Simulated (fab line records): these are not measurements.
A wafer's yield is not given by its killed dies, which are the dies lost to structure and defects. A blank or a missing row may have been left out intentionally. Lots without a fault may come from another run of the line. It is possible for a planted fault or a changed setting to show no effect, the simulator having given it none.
What tool caused it? -- flow sky130 -- 42 wafers from 14 lots sampled at 3 of the route's 708 steps

WHAT EACH GAUGE READ, for each wafer
SKY_LOCAL_INTERCONNECT_OVL_MEAS_12.
lot,measured,on,LOCAL_INTERCONNECT_OVL (nm)
L163,day 31 05:48,overlay-01,-7 -1 -11
L164,day 31 16:06,overlay-01,2 -4 0
L166,day 31 16:53,overlay-01,-6 -3 -5
L175,day 35 00:15,overlay-01,-5 -1 -6
L176,day 35 06:15,overlay-01,-6 -5 2
L177,day 35 07:31,overlay-01,-8 -9 -3
L178,day 36 00:12,overlay-01,-7 -6 -4
L179,day 36 05:19,overlay-02,-7 -7 -1
L180,day 36 13:10,overlay-02,0 4 -1
L182,day 37 04:33,overlay-02,-2 0 1
L183,day 37 07:04,overlay-01,-13 -13 -5
L184,day 37 10:45,overlay-02,-15 -17 -6

SKY_VIA2_OVL_MEAS_13.
lot,measured,on,VIA2_OVL (nm)
L163,day 37 01:21,overlay-02,-4 1 -1
L164,day 37 10:31,overlay-02,-19 -10 -7
L166,day 37 11:06,overlay-01,1 -8 1
L175,day 40 17:39,overlay-02,-2 4 2
L176,day 40 21:34,overlay-01,0 -5 -7
L177,day 40 23:31,overlay-02,5 3 0
L178,day 41 13:55,overlay-01,7 0 5
L179,day 41 18:52,overlay-02,8 1 12
L180,day 42 03:19,overlay-02,-8 2 3
L182,day 42 16:36,overlay-02,-8 3 2
L183,day 42 19:07,overlay-02,-8 5 -5
L184,day 42 21:51,overlay-01,-13 -6 -5

TOOL THAT RAN EACH LOT (tool first, then ch and the chambers of the sampled wafers, then the start)
lot,SKY_POLY_GATE_PEB_11
L163,"litho track-02 ch 0, day 17 05:00"
L164,"litho track-02 ch 0, day 17 16:00"
L166,"litho track-04 ch 0, day 17 19:00"
L168,"litho track-02, day 18 15:00"
L167,"litho track-01, day 18 16:00"
L175,"litho track-01 ch 0, day 21 16:00"
L176,"litho track-04 ch 0, day 21 20:00"
L177,"litho track-04 ch 0, day 22 02:00"
L178,"litho track-02 ch 0, day 22 15:00"
L179,"litho track-02 ch 0, day 22 23:00"
L180,"litho track-02 ch 0, day 23 09:00"
L182,"litho track-01 ch 0, day 24 02:00"
L183,"litho track-04 ch 0, day 24 04:00"
L184,"litho track-01 ch 0, day 24 10:00"
- SKY_POLY_GATE_PEB_11

WHAT THE TOOLS THEMSELVES READ (means of the sampled wafers that have a number; where no wafer has one, the mark that the record gives instead)
SKY_POLY_GATE_PEB_11.
lot,tool,exhaust pa (Pa)
L163,litho track-02,44.9
L164,litho track-02,45.4
L166,litho track-04,44.6
L168,litho track-02,-
L167,litho track-01,-
L175,litho track-01,44.2
L176,litho track-04,44.4
L177,litho track-04,45.7
L178,litho track-02,45.9
L179,litho track-02,44.4
L180,litho track-02,45.6
L182,litho track-01,45.2
L183,litho track-04,45.5
L184,litho track-01,45.6

THE ANSWER, worked out from the rows above alone
Rule: the usual values come from the lots themselves. Put in order of their means at a reading, lots are off if they are a third of the lots or fewer, leave a main group of 4 or more, and stand apart from it by a gap of 3 or more times the standard deviation of the main group's means; of several such gaps the widest counts. A main group whose means are all the same, to the digits that the tables above print for the reading, isn't used. A lot without any number at a reading at which 4 lots or more have one is off too. Where the step has rows for the other lots, those lots are counted as sound. First the gauges in route order, then the tools' own readings, where a lot's mean is used as printed above. At the first step where some lot is off, the reading lying furthest off is the one used; lots without a number count as furthest.
Off at SKY_POLY_GATE_PEB_11 (exhaust pa): L168, L167. Without a number there: L168, L167. Main group: mean 45.1 Pa, sd 0.57.
If a tool, at that step or one of the process steps before it, ran each lot that is off and ran no sound lot following the first of them, it fits. Of those tried, none fits.

WHAT HAD BEEN PUT IN BY THE SIMULATOR
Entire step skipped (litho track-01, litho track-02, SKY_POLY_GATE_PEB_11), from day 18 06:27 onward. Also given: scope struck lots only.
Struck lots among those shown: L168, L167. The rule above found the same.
